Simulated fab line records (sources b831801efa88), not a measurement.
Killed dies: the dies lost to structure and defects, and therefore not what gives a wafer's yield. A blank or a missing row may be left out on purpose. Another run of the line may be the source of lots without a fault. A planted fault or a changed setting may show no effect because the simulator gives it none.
One fault through the eyes of 2 desks | flow sky130 | only its own numbers are on each desk; what lay behind them is given at the end

== AT THE METROLOGY DESK ==
Lot by lot, what the gauges showed, no matter which tool ran the lot: averages of those sampled wafers that carry a number. If a lot's mean is further than 4 standard deviations from the usual mean, the lot is out of limits and carries the mark OUT (the distance appears in the brackets).
Columns: A = NWELL_RS at SKY_NWELL_RS_MEAS_29, usual 619.3 ohm/sq; B = CONTACT_OVL at SKY_CONTACT_OVL_MEAS_15, usual 4 nm
lot  | first seen here | A     | B
L485 | day 5 08:11     | 620.6 | 5
L486 | day 5 13:34     | 618.6 | -3
L488 | day 5 22:52     | 619.9 | 14
L490 | day 6 12:57     | 620.2 | 1
L492 | day 7 01:01     | 620.3 | 3
L495 | day 8 03:47     | 618.2 | 6
L497 | day 8 16:35     | 620.4 | 6
L503 | day 10 01:56    | 615.3 | 5
L504 | day 10 06:28    | 616.0 | -3
L505 | day 10 08:11    | 614.4 | 8
L506 | day 11 03:11    | 618.3 | 6
L508 | day 11 12:08    | 618.3 | 4
Finding of this desk: none of the 12 lots has anything out of limits.

== DESK OF THE TOOL OWNER: implanter-01 ==
SKY_NWELL_IMPLANT_12, tool's own readings: per-lot mean of the sampled wafers with a number, covering each lot this tool ran. If a lot's mean is further than 4 standard deviations from the usual mean, the lot is out of limits and carries the mark OUT (the distance appears in the brackets).
Columns: A = beam on s at SKY_NWELL_IMPLANT_12, usual 10.00 s; B = dose ions cm2 at SKY_NWELL_IMPLANT_12, usual 1.3001e+12; C = faraday current uA at SKY_NWELL_IMPLANT_12, usual 7.33
lot  | first seen here | A     | B                            | C
L485 | day 4 14:50     | 10.07 | 1.3010e+12                   | 7.29
L497 | day 7 19:30     | 10.01 | 1.3000e+12                   | 7.31
L503 | day 9 03:55     | 10.22 | 1.4646e+12 (+99 or more) OUT | 8.08 (+5.0) OUT
L504 | day 9 08:07     | 9.97  | 1.4655e+12 (+99 or more) OUT | 8.28 (+6.3) OUT
L505 | day 9 09:17     | 9.97  | 1.4639e+12 (+99 or more) OUT | 8.25 (+6.2) OUT
Finding of this desk: L503, L504, L505 out of limits; the first was L503 at day 9 03:55, on dose ions cm2 at SKY_NWELL_IMPLANT_12. L485, L497 stayed within limits.

== TAKEN TOGETHER ==
The tool owner's desk had the chance to raise an alarm at day 9 03:55 on L503, L504, L505.
From the metrology desk's view, nothing was out of limits.
The metrology desk has L503, L504, L505 on record, within its limits.
Every lot named ran SKY_NWELL_IMPLANT_12 on implanter-01.

== WHAT THE SIMULATOR HAD INSERTED ==
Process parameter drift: implanter-01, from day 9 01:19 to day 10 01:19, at SKY_NWELL_IMPLANT_12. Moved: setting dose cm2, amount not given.
Shown lots that were struck: L503, L504, L505.
Delay in hours, fault start to first out-of-limits reading, by desk: the tool owner's desk at 3.
